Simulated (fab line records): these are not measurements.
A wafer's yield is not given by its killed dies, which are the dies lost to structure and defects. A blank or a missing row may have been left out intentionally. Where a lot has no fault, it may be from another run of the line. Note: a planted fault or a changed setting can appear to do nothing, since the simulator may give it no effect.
fab line records	flow sky130	part 1 of 2: steps 1 to 25 of 39
[record] lots = 5	wafers = 15	last_day = 48
route steps=708 shown VIA3@585 METAL4@598 CAP2M@603
lots that met no fault: taken from a fault-free run of the same line
start_h: the number of hours between the record's first day and the start of the first shown wafer of the lot	wait_h: hours from the lot's prior step to this one	" as in the row above	L1.1+2: a single row standing in for several wafers	- value missing, or start not given	* or withheld: withheld	< > ~ a bound
route shown NAME@n: NAME is a module with steps in the file, n the number in the route of the first one	usual: average and standard deviation across the fault-free wafers	same: alike in all rows	chamber/n: place in a boat	sites: readings site by site	_std_site: standard deviation of those values	_edge_site: outer sites' mean less inner sites'	radius_mm: for every site, how far away it sits from the centre of the wafer	mask NAME#n: copy n	behind: the most recent tool/chamber to have shaped the wafer	hold: cause of the lot's hold/its duration in hours/its outcome	device: the transistor (n, p or np) that didn't switch	end of line: at the end of the route, the tests of the same wafers	a step without rows: its recipe alone	killed: the dies lost at the first sort to structure and to defects; this is not the yield of the wafer	map: the dies of a wafer, with x for killed, . for not killed, _ for no die there
set.NAME: the run value of the setting; set.NAME@STEP: its run value at that earlier step	model.NAME: the simulator's own value behind a step, which no gauge read
a table for each step, a row for each wafer; lots at some steps of the route
services: when a tool's chamber went out of use (start_h, in hours from the record's first day, below 0 if earlier), for how many hours, and the reason
[[steps]]
[step SKY_VIA3_CD_MEAS_12]
[recipe] target_cd_nm = 200
[usual] cd_nm = 200.2/1.4
lot.wafer	tool	chamber	start_h	wait_h	cd_nm
L076.1	cd_sem-02	-	938.75	-	201.4
L076.2	"	-	"	"	200.6
L076.5	"	-	"	"	201.2
L077.4	cd_sem-02	-	947.10	-	200.1
L077.5	"	-	"	"	200.9
L077.6	"	-	"	"	200.0
L083.1	cd_sem-01	-	985.87	-	198.8
L083.4	"	-	"	"	199.2
L083.5	"	-	"	"	199.5
L086.2	cd_sem-01	-	1010.19	-	199.8
L086.4	"	-	"	"	199.0
L086.6	"	-	"	"	198.9
L089.1	cd_sem-01	-	1032.09	-	201.3
L089.3	"	-	"	"	201.9
L089.5	"	-	"	"	200.9
[step SKY_VIA3_OVL_MEAS_13]
[usual] VIA3_OVL = -1/6.4
lot.wafer	tool	chamber	start_h	wait_h	VIA3_OVL[nm]
L076.1	overlay-01	-	938.87	0.1	-4
L076.2	"	-	"	"	-4
L076.5	"	-	"	"	-3
L077.4	overlay-02	-	947.17	0.1	7
L077.5	"	-	"	"	0
L077.6	"	-	"	"	7
L083.1	overlay-01	-	985.99	0.1	-3
L083.4	"	-	"	"	12
L083.5	"	-	"	"	-1
L086.2	overlay-01	-	1010.30	0.1	1
L086.4	"	-	"	"	-3
L086.6	"	-	"	"	2
L089.1	overlay-02	-	1032.21	0.1	-2
L089.3	"	-	"	"	-2
L089.5	"	-	"	"	-1
[step SKY_VIA3_ETCH_14]
[recipe] chemistry = N2/H2	target = BARC	ion_energy_ev = 200	source_w = 500	bias_w = 100	pressure_mtorr = 30	n2_flow_sccm = 100	h2_flow_sccm = 200	stop_on = SiO2	time_s = 45.9	target_depth_a = 600
[usual] drypump_motor_current_A = 6.0/0.42	oes_product_au = 0.856/0.0047	throttle_valve_pct = 13.225/0.01
lot.wafer	tool	chamber	start_h	wait_h	drypump_motor_current_A	oes_product_au	rf_hours_counter_h	throttle_valve_pct
L076.1	rie_diel-01	1	938.91	0.0	5.7	0.854	6	13.246
L076.2	"	2	"	"	6.1	0.850	13	13.228
L076.5	"	0	"	"	6.1	0.851	-	13.227
L077.4	rie_diel-02	0	947.21	0.0	6.2	0.860	-	13.220
L077.5	"	1	"	"	5.7	0.849	-	13.237
L077.6	"	3	"	"	6.5	0.859	-	13.228
L083.1	rie_diel-01	3	986.02	0.0	6.7	0.859	17	13.220
L083.4	"	1	"	"	5.7	0.853	7	13.204
L083.5	"	3	"	"	6.7	0.852	-	13.217
L086.2	rie_diel-01	2	1010.33	0.0	6.2	0.858	16	13.214
L086.4	"	3	"	"	6.7	0.856	18	13.239
L086.6	"	0	"	"	6.1	0.854	-	13.227
L089.1	rie_diel-03	1	1032.24	0.0	5.3	0.861	20	13.233
L089.3	"	3	"	"	5.9	0.859	16	13.239
L089.5	"	3	"	"	5.9	0.862	-	13.211
[step SKY_VIA3_ETCH_15]
[recipe] target = SiO2	chemistry = C4F8/O2/Ar	target_depth_nm = 507	stop_on = TiN	mask_material = KrF-thick	source_w = 1500	bias_w = 1200	pressure_mtorr = 40	c4f8_flow_sccm = withheld	O2_flow_sccm = 6	Ar_flow_sccm = 300	time_s = 78
[usual] oes_product_au = 0.946/0.0047
lot.wafer	tool	chamber	start_h	wait_h	oes_product_au	rf_hours_counter_h
L076.1	rie_diel-01	1	938.95	0.0	0.947	6
L076.2	"	2	"	"	0.945	13
L076.5	"	0	"	"	0.950	-
L077.4	rie_diel-02	0	947.26	0.0	0.941	-
L077.5	"	1	"	"	0.947	-
L077.6	"	3	"	"	0.946	-
L083.1	rie_diel-01	3	986.06	0.0	0.947	17
L083.4	"	1	"	"	0.947	7
L083.5	"	3	"	"	0.945	-
L086.2	rie_diel-01	2	1010.37	0.0	0.950	16
L086.4	"	3	"	"	0.944	18
L086.6	"	0	"	"	0.948	-
L089.1	rie_diel-03	1	1032.29	0.0	0.943	20
L089.3	"	3	"	"	0.943	16
L089.5	"	3	"	"	0.955	-
[step SKY_VIA3_STRIP_16]
[recipe] chemistry = O2/N2	power_w = 1400	pressure_mtorr = 1500	platen_temp_c = withheld	o2_flow_sccm = 3000	n2_flow_sccm = 300	overash_fraction = 0.5
[usual] drypump_motor_current_A = 5.9/0.52	oes_product_au = 0.401/0.0046	strip_time_to_endpoint_s = 4.126/0.019
lot.wafer	tool	chamber	start_h	wait_h	drypump_motor_current_A	oes_product_au	rf_hours_counter_h	strip_time_to_endpoint_s
L076.1	plasma_asher-03	1	939.01	0.0	6.5	0.401	103	4.106
L076.2	"	0	"	"	5.5	0.392	103	4.114
L076.5	"	0	"	"	5.5	0.408	-	4.101
L077.4	plasma_asher-02	0	947.33	0.0	5.4	0.397	-	4.151
L077.5	"	0	"	"	5.4	0.406	-	4.125
L077.6	"	1	"	"	6.4	0.408	-	4.124
L083.1	plasma_asher-02	1	986.12	0.0	6.5	0.402	22	4.102
L083.4	"	1	"	"	6.4	0.397	-	4.096
L083.5	"	0	"	"	5.4	0.400	-	4.122
L086.2	plasma_asher-04	0	1010.43	0.0	6.2	0.404	59	4.109
L086.4	"	0	"	"	6.1	0.401	-	4.114
L086.6	"	1	"	"	5.1	0.401	-	4.125
L089.1	plasma_asher-02	0	1032.35	0.0	5.4	0.406	28	4.122
L089.3	"	1	"	"	6.5	0.401	-	4.128
L089.5	"	1	"	"	6.4	0.409	-	4.130
[step SKY_VIA3_STRIP_17]
[recipe] chemistry = post_etch_residue_remover	time_s = 1200	temp_c = 72.5
lot.wafer	tool	chamber	start_h	wait_h
L076.1+2+5	wet_bench-01	3	939.11	0.1
L077.4+5+6	wet_bench-03	3	947.39	0.0
L083.1+4+5	wet_bench-01	3	986.22	0.1
L086.2+4+6	wet_bench-04	2	1010.54	0.1
L089.1+3+5	wet_bench-01	3	1032.45	0.1
[step SKY_VIA3_CLEAN_18]
[recipe] chemistry = IPA	time_s = 180	temp_c = 25
lot.wafer	tool	chamber	start_h	wait_h
L076.1+2+5	wet_bench-03	2	939.45	0.0
L077.4+5+6	wet_bench-01	3	947.74	0.0
L083.1+4+5	wet_bench-01	2	986.60	0.0
L086.2+4+6	wet_bench-04	0	1010.88	0.0
L089.1+3+5	wet_bench-04	0	1032.79	0.0
[step SKY_VIA3_CLEAN_19]
[recipe] chemistry = O3/DIW	dry = n2_spin
lot.wafer	tool	chamber	start_h	wait_h
L076.1+2+5	wet_bench-01	3	939.51	0.0
L077.4+5+6	wet_bench-03	1	947.79	0.0
L083.1+4+5	wet_bench-01	1	986.66	0.0
L086.2+4+6	wet_bench-03	3	1010.94	0.0
L089.1+3+5	wet_bench-04	1	1032.85	0.0
[step SKY_VIA3_SPUTTER_20]
[recipe] material = TiN	target_thk_nm = 20	chamber_pressure_pa = 5	power_w = 4000	time_s = 80
[usual] chamber_pressure_pa = 4.999/0.009	throttle_valve_pct = 29.9/1.4
lot.wafer	tool	chamber	start_h	wait_h	chamber_pressure_pa	throttle_valve_pct
L076.1	pvd_sputter-03	-	939.60	0.0	4.991	32.9
L076.2	"	-	"	"	5.008	28.3
L076.5	"	-	"	"	4.996	28.1
L077.4	pvd_sputter-01	-	947.89	0.0	5.001	31.5
L077.5	"	-	"	"	4.990	29.7
L077.6	"	-	"	"	4.999	29.8
L083.1	pvd_sputter-02	-	986.76	0.0	4.994	29.7
L083.4	"	-	"	"	4.990	30.7
L083.5	"	-	"	"	4.998	29.7
L086.2	pvd_sputter-03	-	1011.04	0.0	4.984	28.1
L086.4	"	-	"	"	4.993	32.9
L086.6	"	-	"	"	4.999	28.7
L089.1	pvd_sputter-03	-	1032.94	0.0	4.990	28.5
L089.3	"	-	"	"	4.995	28.0
L089.5	"	-	"	"	5.006	28.1
[step SKY_VIA3_CVD_21]
[recipe] material = W	target_thk_nm = 390	time_s = 117.31	temp_c = 400	pressure_torr = 40
[usual] heater_power_w = 857/20
lot.wafer	tool	chamber	start_h	wait_h	heater_power_w
L076.1	cvd_w-01	0	939.66	0.0	867
L076.2	"	1	"	"	839
L076.5	"	0	"	"	869
L077.4	cvd_w-02	0	947.99	0.1	863
L077.5	"	1	"	"	893
L077.6	"	0	"	"	828
L083.1	cvd_w-01	0	986.82	0.0	831
L083.4	"	0	"	"	859
L083.5	"	1	"	"	829
L086.2	cvd_w-01	1	1011.10	0.0	840
L086.4	"	0	"	"	858
L086.6	"	1	"	"	848
L089.1	cvd_w-02	1	1033.00	0.0	886
L089.3	"	0	"	"	856
L089.5	"	1	"	"	867
[step SKY_VIA3_RS_MEAS_22]
[recipe] thk_meas_gauge = four-point-probe	reads = W_of_VIA3_CVD_21+TiN_of_VIA3_SPUTTER_20
[usual] VIA3_W_RS = 0.292/0.0044
lot.wafer	tool	chamber	start_h	wait_h	VIA3_W_RS[ohm/sq]
L076.1	film_metro-02	-	939.78	0.1	0.294
L076.2	"	-	"	"	0.286
L076.5	"	-	"	"	0.290
L077.4	film_metro-04	-	948.13	0.1	0.294
L077.5	"	-	"	"	0.290
L077.6	"	-	"	"	0.294
L083.1	film_metro-04	-	986.94	0.1	0.298
L083.4	"	-	"	"	0.294
L083.5	"	-	"	"	0.289
L086.2	film_metro-02	-	1011.24	0.1	0.287
L086.4	"	-	"	"	0.295
L086.6	"	-	"	"	0.287
L089.1	film_metro-04	-	1033.19	0.2	0.288
L089.3	"	-	"	"	0.294
L089.5	"	-	"	"	0.292
[step SKY_VIA3_THK_MEAS_23]
[recipe] thk_meas_gauge = xrf	reads = W_of_VIA3_CVD_21
[usual] VIA3_W_THK = 379/7.5
lot.wafer	tool	chamber	start_h	wait_h	VIA3_W_THK[nm]
L076.1	film_metro-02	-	939.90	0.1	377
L076.2	"	-	"	"	387
L076.5	"	-	"	"	380
L077.4	film_metro-04	-	948.22	0.1	384
L077.5	"	-	"	"	391
L077.6	"	-	"	"	383
L083.1	film_metro-04	-	987.06	0.1	375
L083.4	"	-	"	"	378
L083.5	"	-	"	"	387
L086.2	film_metro-02	-	1011.35	0.1	390
L086.4	"	-	"	"	380
L086.6	"	-	"	"	388
L089.1	film_metro-04	-	1033.31	0.1	381
L089.3	"	-	"	"	376
L089.5	"	-	"	"	381
[step SKY_VIA3_CMP_24]
[recipe] stop_on = SiO2	t_overpolish_s = 20	down_force_psi = 3.5	platen_rpm = 60	target_thk_nm = 0	pad_velocity_m_s = 0.94248
[usual] motor_current_A = 11.4/1	overpolish_run_s = 20.001/0.0095	time_to_endpoint_s = 94/3.3
lot.wafer	tool	chamber	start_h	wait_h	motor_current_A	overpolish_run_s	time_to_endpoint_s
L076.1	cmp-02	3	940.06	0.1	10.5	19.996	94
L076.2	"	0	"	"	9.8	19.999	92
L076.5	"	2	"	"	12.0	20.007	94
L077.4	cmp-02	0	948.35	0.1	9.8	19.994	93
L077.6	"	2	"	"	12.9	20.006	95
L077.5	"	3	"	"	10.1	20.006	96
L083.1	cmp-02	2	987.27	0.2	12.5	20.009	90
L083.4	"	0	"	"	10.1	19.980	90
L083.5	"	1	"	"	11.8	19.992	91
L086.2	cmp-01	0	1012.05	0.7	11.4	19.994	97
L086.4	"	1	"	"	12.1	19.985	92
L086.6	"	2	"	"	12.2	19.986	98
L089.1	cmp-02	2	1033.37	0.1	12.2	19.992	93
L089.3	"	0	"	"	9.7	20.011	90
L089.5	"	2	"	"	11.9	20.008	91
[step SKY_METAL4_SPUTTER_00]
[recipe] material = Ti	target_thk_nm = 15	power_w = 3000	time_s = 10	chamber_pressure_pa = 0.4
[usual] chamber_pressure_pa = 0.4001/0.00087	throttle_valve_pct = 30.0/0.96
lot.wafer	tool	chamber	start_h	wait_h	chamber_pressure_pa	throttle_valve_pct
L076.1	pvd_sputter-04	-	940.26	0.1	0.3999	30.3
L076.2	"	-	"	"	0.3998	30.7
L076.5	"	-	"	"	0.4015	30.2
L077.4	pvd_sputter-03	-	948.55	0.1	0.4007	28.1
L077.5	"	-	"	"	0.3988	33.1
L077.6	"	-	"	"	0.3997	28.3
L083.1	pvd_sputter-02	-	987.52	0.2	0.3999	29.7
L083.4	"	-	"	"	0.3988	29.6
L083.5	"	-	"	"	0.3991	29.6
L086.2	pvd_sputter-04	-	1012.25	0.1	0.3999	30.4
L086.4	"	-	"	"	0.3988	30.6
L086.6	"	-	"	"	0.4002	30.3
L089.1	pvd_sputter-04	-	1033.67	0.2	0.3995	30.3
L089.3	"	-	"	"	0.3987	30.0
L089.5	"	-	"	"	0.4009	30.6
[step SKY_METAL4_SPUTTER_01]
[recipe] material = TiN	target_thk_nm = 20	power_w = 6500	time_s = 16.7	chamber_pressure_pa = 0.4
[usual] chamber_pressure_pa = 0.3999/0.00081	throttle_valve_pct = 30.1/0.94
lot.wafer	tool	chamber	start_h	wait_h	chamber_pressure_pa	throttle_valve_pct
L076.1	pvd_sputter-04	-	940.29	0.0	0.4003	30.2
L076.2	"	-	"	"	0.3999	30.7
L076.5	"	-	"	"	0.3999	30.2
L077.4	pvd_sputter-03	-	948.57	0.0	0.3990	28.4
L077.5	"	-	"	"	0.4001	33.2
L077.6	"	-	"	"	0.3988	28.5
L083.1	pvd_sputter-02	-	987.54	0.0	0.4002	29.5
L083.4	"	-	"	"	0.4001	29.8
L083.5	"	-	"	"	0.3998	29.6
L086.2	pvd_sputter-04	-	1012.28	0.0	0.3995	30.2
L086.4	"	-	"	"	0.4019	30.7
L086.6	"	-	"	"	0.3995	30.5
L089.1	pvd_sputter-04	-	1033.69	0.0	0.3990	30.0
L089.3	"	-	"	"	0.3995	29.8
L089.5	"	-	"	"	0.4000	30.6
[step SKY_METAL4_SPUTTER_02]
[recipe] material = AlCu	target_thk_nm = 735	power_w = 10600	time_s = 39.1	chamber_pressure_pa = 0.4
[usual] chamber_pressure_pa = 0.4002/0.00092	throttle_valve_pct = 30.1/0.96
lot.wafer	tool	chamber	start_h	wait_h	chamber_pressure_pa	throttle_valve_pct
L076.1	pvd_sputter-04	-	940.31	0.0	0.4013	30.4
L076.2	"	-	"	"	0.3998	30.6
L076.5	"	-	"	"	0.3980	30.4
L077.4	pvd_sputter-03	-	948.60	0.0	0.4011	28.3
L077.5	"	-	"	"	0.3994	33.1
L077.6	"	-	"	"	0.3999	28.3
L083.1	pvd_sputter-02	-	987.57	0.0	0.4001	29.8
L083.4	"	-	"	"	0.3985	29.4
L083.5	"	-	"	"	0.4000	29.9
L086.2	pvd_sputter-04	-	1012.30	0.0	0.4005	30.3
L086.4	"	-	"	"	0.4007	30.6
L086.6	"	-	"	"	0.3991	30.4
L089.1	pvd_sputter-04	-	1033.72	0.0	0.4010	30.2
L089.3	"	-	"	"	0.4010	29.8
L089.5	"	-	"	"	0.3997	30.1
[step SKY_METAL4_SPUTTER_03]
[recipe] material = Ti	target_thk_nm = 5	power_w = 3000	time_s = 3.365	chamber_pressure_pa = 0.4
[usual] chamber_pressure_pa = 0.3999/0.00086	throttle_valve_pct = 30.1/0.94
lot.wafer	tool	chamber	start_h	wait_h	chamber_pressure_pa	throttle_valve_pct
L076.1	pvd_sputter-04	-	940.35	0.0	0.4000	30.3
L076.2	"	-	"	"	0.4011	30.5
L076.5	"	-	"	"	0.4009	30.3
L077.4	pvd_sputter-03	-	948.64	0.0	0.3998	28.1
L077.5	"	-	"	"	0.3994	33.2
L077.6	"	-	"	"	0.3989	28.3
L083.1	pvd_sputter-02	-	987.60	0.0	0.3999	29.9
L083.4	"	-	"	"	0.3991	29.4
L083.5	"	-	"	"	0.3995	29.5
L086.2	pvd_sputter-04	-	1012.34	0.0	0.4005	30.5
L086.4	"	-	"	"	0.4002	30.7
L086.6	"	-	"	"	0.4012	30.3
L089.1	pvd_sputter-04	-	1033.76	0.0	0.3996	30.4
L089.3	"	-	"	"	0.4003	29.5
L089.5	"	-	"	"	0.3994	30.2
[step SKY_METAL4_SPUTTER_04]
[recipe] material = TiN	target_thk_nm = 70	power_w = 6500	time_s = 58.3	chamber_pressure_pa = 0.4
[usual] chamber_pressure_pa = 0.3999/0.00077	throttle_valve_pct = 30.0/0.95
lot.wafer	tool	chamber	start_h	wait_h	chamber_pressure_pa	throttle_valve_pct
L076.1	pvd_sputter-04	-	940.37	0.0	0.4008	30.2
L076.2	"	-	"	"	0.3998	30.5
L076.5	"	-	"	"	0.3999	30.2
L077.4	pvd_sputter-03	-	948.65	0.0	0.4004	28.3
L077.5	"	-	"	"	0.4004	33.1
L077.6	"	-	"	"	0.4006	28.2
L083.1	pvd_sputter-02	-	987.62	0.0	0.3990	29.7
L083.4	"	-	"	"	0.3993	29.6
L083.5	"	-	"	"	0.3997	29.5
L086.2	pvd_sputter-04	-	1012.36	0.0	0.4006	30.3
L086.4	"	-	"	"	0.3999	30.5
L086.6	"	-	"	"	0.4002	30.3
L089.1	pvd_sputter-04	-	1033.77	0.0	0.4010	30.4
L089.3	"	-	"	"	0.3993	29.8
L089.5	"	-	"	"	0.4008	30.3
[step SKY_CAP2M_CVD_00]
[recipe] material = SiO2	target_thk_nm = 15.5	temp_c = 400	time_s = withheld	rf_w = 450
[usual] heater_power_w = 736/110
lot.wafer	tool	chamber	start_h	wait_h	heater_power_w
L076.1	pecvd-04	0	940.42	0.0	731
L076.2	"	2	"	"	743
L076.5	"	1	"	"	881
L077.4	pecvd-01	0	948.71	0.0	813
L077.5	"	2	"	"	862
L077.6	"	1	"	"	738
L083.1	pecvd-02	1	987.67	0.0	755
L083.4	"	0	"	"	488
L083.5	"	2	"	"	620
L086.2	pecvd-02	2	1012.41	0.0	648
L086.4	"	1	"	"	808
L086.6	"	2	"	"	667
L089.1	pecvd-02	1	1033.82	0.0	819
L089.3	"	2	"	"	578
L089.5	"	1	"	"	842
[step SKY_CAP2M_THK_MEAS_01]
[recipe] reads = SiO2_of_CAP2M_CVD_00
[usual] CAP2M_CVD_00_THK = 15.49/0.22
lot.wafer	tool	chamber	start_h	wait_h	CAP2M_CVD_00_THK[nm]
L076.1	film_metro-04	-	940.44	-	15.39
L076.2	"	-	"	"	15.50
L076.5	"	-	"	"	15.96
L077.4	film_metro-02	-	948.76	-	15.66
L077.5	"	-	"	"	15.63
L077.6	"	-	"	"	15.63
L083.1	film_metro-02	-	987.69	-	15.58
L083.4	"	-	"	"	15.70
L083.5	"	-	"	"	15.63
L086.2	film_metro-04	-	1012.44	-	15.12
L086.4	"	-	"	"	15.59
L086.6	"	-	"	"	15.47
L089.1	film_metro-03	-	1033.84	-	15.45
L089.3	"	-	"	"	15.64
L089.5	"	-	"	"	15.59
[step SKY_CAP2M_SPUTTER_02]
[recipe] material = TiN	target_thk_nm = 200	temp_c = 300	power_w = 6500	time_s = 166.7	chamber_pressure_pa = 0.4
[usual] chamber_pressure_pa = 0.4001/0.00083	throttle_valve_pct = 30.0/1.4
lot.wafer	tool	chamber	start_h	wait_h	chamber_pressure_pa	throttle_valve_pct
L076.1	pvd_sputter-01	-	940.50	0.1	0.4009	28.9
L076.2	"	-	"	"	0.4025	31.4
L076.5	"	-	"	"	0.4003	29.4
L077.4	pvd_sputter-04	-	948.79	0.0	0.4011	30.5
L077.5	"	-	"	"	0.3993	29.5
L077.6	"	-	"	"	0.3996	30.0
L083.1	pvd_sputter-01	-	987.75	0.1	0.4006	29.7
L083.4	"	-	"	"	0.4023	31.3
L083.5	"	-	"	"	0.3997	29.9
L086.2	pvd_sputter-01	-	1012.49	0.0	0.4002	31.4
L086.4	"	-	"	"	0.4003	29.8
L086.6	"	-	"	"	0.4004	29.9
L089.1	pvd_sputter-01	-	1033.90	0.1	0.4012	31.3
L089.3	"	-	"	"	0.4003	29.7
L089.5	"	-	"	"	0.4006	31.3
[step SKY_CAP2M_RS_MEAS_03]
[recipe] thk_meas_gauge = four-point-probe	reads = TiN_of_CAP2M_SPUTTER_02
[usual] CAP2M_TIN_RS = 6.91/0.072
lot.wafer	tool	chamber	start_h	wait_h	CAP2M_TIN_RS[ohm/sq]
L076.1	film_metro-02	-	940.61	0.1	6.85
L076.2	"	-	"	"	6.76
L076.5	"	-	"	"	6.86
L077.4	film_metro-04	-	948.95	0.1	6.94
L077.5	"	-	"	"	6.97
L077.6	"	-	"	"	6.94
L083.1	film_metro-04	-	987.86	0.1	6.97
L083.4	"	-	"	"	6.92
L083.5	"	-	"	"	6.93
L086.2	film_metro-03	-	1012.62	0.1	6.90
L086.4	"	-	"	"	6.88
L086.6	"	-	"	"	6.90
L089.1	film_metro-03	-	1034.01	0.1	6.89
L089.3	"	-	"	"	6.90
L089.5	"	-	"	"	6.92
[step SKY_CAP2M_THK_MEAS_04]
[recipe] thk_meas_gauge = xrf	reads = TiN_of_CAP2M_SPUTTER_02
[usual] CAP2M_TIN_THK = 201.1/2.1
lot.wafer	tool	chamber	start_h	wait_h	CAP2M_TIN_THK[nm]
L076.1	film_metro-02	-	940.73	0.1	203.9
L076.2	"	-	"	"	205.6
L076.5	"	-	"	"	203.7
L077.4	film_metro-04	-	949.04	0.1	199.9
L077.5	"	-	"	"	199.1
L077.6	"	-	"	"	198.7
L083.1	film_metro-04	-	987.98	0.1	197.9
L083.4	"	-	"	"	198.7
L083.5	"	-	"	"	199.1
L086.2	film_metro-03	-	1012.73	0.1	202.3
L086.4	"	-	"	"	202.8
L086.6	"	-	"	"	202.5
L089.1	film_metro-03	-	1034.13	0.1	201.4
L089.3	"	-	"	"	202.4
L089.5	"	-	"	"	201.9
[step SKY_CAP2M_DEHYDRATE_05]
[recipe] temp_c = 200	time_s = 60
lot.wafer	tool	chamber	start_h	wait_h
L076.1+2+5	litho_track-03	0	954.24	13.5
L077.4+5+6	litho_track-03	0	960.01	11.0
L083.1+4+5	litho_track-03	0	999.24	11.2
L086.2+4+6	litho_track-03	0	1024.16	11.4
L089.1+3+5	litho_track-04	0	1044.03	9.9
[step SKY_CAP2M_HMDS_06]
[recipe] prime_time_s = 60	prime_temp_c = 120
lot.wafer	tool	chamber	start_h	wait_h
L076.1+2+5	litho_track-03	0	954.39	0.1
L077.4+5+6	litho_track-03	0	960.16	0.1
L083.1+4+5	litho_track-03	0	999.39	0.1
L086.2+4+6	litho_track-03	0	1024.31	0.1
L089.1+3+5	litho_track-04	0	1044.18	0.1
